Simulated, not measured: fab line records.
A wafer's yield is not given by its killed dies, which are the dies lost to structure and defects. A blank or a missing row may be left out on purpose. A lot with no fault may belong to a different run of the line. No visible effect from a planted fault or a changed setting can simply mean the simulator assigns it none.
fab line records | flow sky130
record: lots: 13 | wafers: 39 | last-day: 50
route steps=708 shown METAL5@678 PAD_OPEN@708
lots untouched by any fault: they come from a run of this same line in which no faults occurred
start-h: start of the lot's first displayed wafer, in hours after the record's first day | wait-h: time in hours since the lot's previous step | " unchanged from the row above | L1.1+2: a row that stands for several wafers | - no value, or no start was given | * or withheld: withheld | < > ~ a bound
route shown NAME@n: NAME is a module with steps in the file, n the number in the route of the first one | usual: average and standard deviation across the fault-free wafers | same: alike in all rows | chamber/n: place in a boat | sites: per-site readings | _std_site: their standard deviation | _edge_site: mean of outer sites minus mean of inner sites | radius-mm: how far each site lies from the wafer's centre | mask NAME#n: copy n | behind: the last tool/chamber to shape the wafer | hold: why the lot went on hold/how many hours it stayed there/how the hold came to an end | device: whichever transistor did not switch (one of n, p or np) | end of line: the route-end tests of the same wafers | for a step that has no rows: nothing shown but its recipe | killed: not the wafer's yield, but the dies lost to structure and defects at the first sort | map: shows each die of a wafer: x if killed, . if not, _ if none is there
set.NAME: the run value of the setting; set.NAME@STEP: its run value at that earlier step | model.NAME: the simulator's own value behind a step, which no gauge read
one table for each step of the route and one row for each wafer, over a sample of lots
services: from which hour (start-h, from the record's first day; less than 0 if before it) a tool's chamber was out of use, for how many hours, and why
== steps ==
step: SKY_METAL5_STRIP_17
recipe: chemistry: post-etch-residue-remover | time-s: 1200 | temp-c: 72.5
lot.wafer  | tool         | chamber | start-h | wait-h
L869.2+3+6 | wet-bench-03 | 1       | 1030.21 | 0.1
L870.2+4+5 | wet-bench-02 | 2       | 1038.15 | 0.1
L871.2+3+6 | wet-bench-03 | 0       | 1045.86 | 0.1
L872.2+5+6 | wet-bench-03 | 1       | 1057.21 | 0.1
L873.1+2+3 | wet-bench-02 | 3       | 1062.61 | 0.1
L875.4+5+6 | wet-bench-02 | 0       | 1070.66 | 0.0
L879.1+5+6 | wet-bench-03 | 2       | 1096.76 | 0.1
L883.1+3+6 | wet-bench-01 | 0       | 1121.25 | 0.1
L884.1+3+6 | wet-bench-02 | 2       | 1135.56 | 0.1
L886.1+5+6 | wet-bench-02 | 2       | 1138.51 | 0.1
L888.1+5+6 | wet-bench-03 | 3       | 1152.93 | 0.1
L891.4+5+6 | wet-bench-03 | 0       | 1161.04 | 0.0
L892.4+5+6 | wet-bench-02 | 0       | 1165.68 | 0.0
step: SKY_PAD_OPEN_PROBE_99
usual: defect-limited-yield: 82.6/1.9 | killed_at_M0_to_M3: 42/7 | killed_at_M4_up: 3.2/1.6 | killed-at-contacts: 24/5.8 | killed-at-front-end: 16/4.3 | killed-at-other: 0.3/0.62 | killed-dies: 86/9.5 | killed-open: 46/6.4 | killed-short: 39/6.3 | sort_bin_3_pad_short: 0.9/0.43 | sort_bin_5_function: 10.5/1.4 | sort_bin_6_memory: 6.1/1.2 | sort-n-pass: 406/9.5 | sort-yield-pct: 82.6/1.9
same: gross-dies: 492 | killed-at-back-side: 0 | sort_bin_4_leakage[%]: 0 | sort_bin_8_speed[%]: 0
lot.wafer | tool      | chamber | start-h | wait-h | defect-limited-yield[%] | killed_at_M0_to_M3 | killed_at_M4_up | killed-at-contacts | killed-at-front-end | killed-at-other | killed-dies | killed-open | killed-short | sort_bin_3_pad_short[%] | sort_bin_5_function[%] | sort_bin_6_memory[%] | sort-n-pass | sort-yield-pct[%]
L883.1    | prober-02 | -       | 1160.26 | 0.1    | 74.4                    | 33                 | 49              | 31                 | 12                  | 1               | 126         | 48          | 29           | 2.4                     | 16.9                   | 6.3                  | 366         | 74.4
L883.3    | prober-02 | -       | 1160.36 | 0.2    | 75.2                    | 38                 | 49              | 24                 | 11                  | 0               | 122         | 45          | 32           | 1.6                     | 15.2                   | 7.9                  | 370         | 75.2
L883.6    | prober-02 | -       | 1160.51 | 0.2    | 71.3                    | 42                 | 44              | 37                 | 18                  | 0               | 141         | 52          | 47           | 3.7                     | 19.3                   | 5.7                  | 351         | 71.3
killed by level:class
L883.1 METAL5:unspecified=49 LI_CONTACT:geometric-particle:open=10 CONTACT:geometric-particle:open=9 VIA1:geometric-particle:open=9 VIA2:geometric-particle:open=5 LOCAL_INTERCONNECT:geometric-particle:short=5 METAL1:geometric-particle:open=4 VIA1:geometric-particle:short=4
L883.3 METAL5:unspecified=44 VIA1:geometric-particle:open=13 CONTACT:geometric-particle:open=7 VIA2:geometric-particle:open=7 CONTACT:geometric-particle:short=6 LOCAL_INTERCONNECT:geometric-particle:short=5 VIA3:geometric-particle:open=5 POLY_GATE:geometric-particle:open=4
L883.6 METAL5:unspecified=41 CONTACT:geometric-particle:open=15 METAL2:geometric-particle:short=8 VIA2:geometric-particle:open=8 CONTACT:geometric-particle:short=7 VIA1:geometric-particle:short=7 VIA3:geometric-particle:open=7 LOCAL_INTERCONNECT:geometric-particle:short=6
== services ==
tool         | chamber | start-h | hours | kind
wet-bench-01 | -       | 1117.42 | 0.5   | repair
wet-bench-03 | -       | 1133.78 | 1.9   | repair
wet-bench-02 | -       | 1140.53 | 4.4   | pm
== key ==
first-sign: step: SKY_PAD_OPEN_PROBE_99 | reading: killed_at_M4_up | direction: up | sigmas: 27 | usual: 3.2 | struck: 47.3
effect: step: SKY_PAD_OPEN_PROBE_99 | reading: sort_bin_5_function | direction: up | sigmas: 4.8 | usual: 10.5 | struck: 17.1
met-at SKY_METAL5_STRIP_17
struck-lots L883
struck-wafers L883.1,L883.3,L883.6
fault: kind: chamber-particle-source | tool: wet-bench-01 | chamber: 0 | onset-h: 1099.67 | steps: SKY_METAL5_STRIP_17 | rate-per-visit-cm2: 0.8839 | end-h: 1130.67
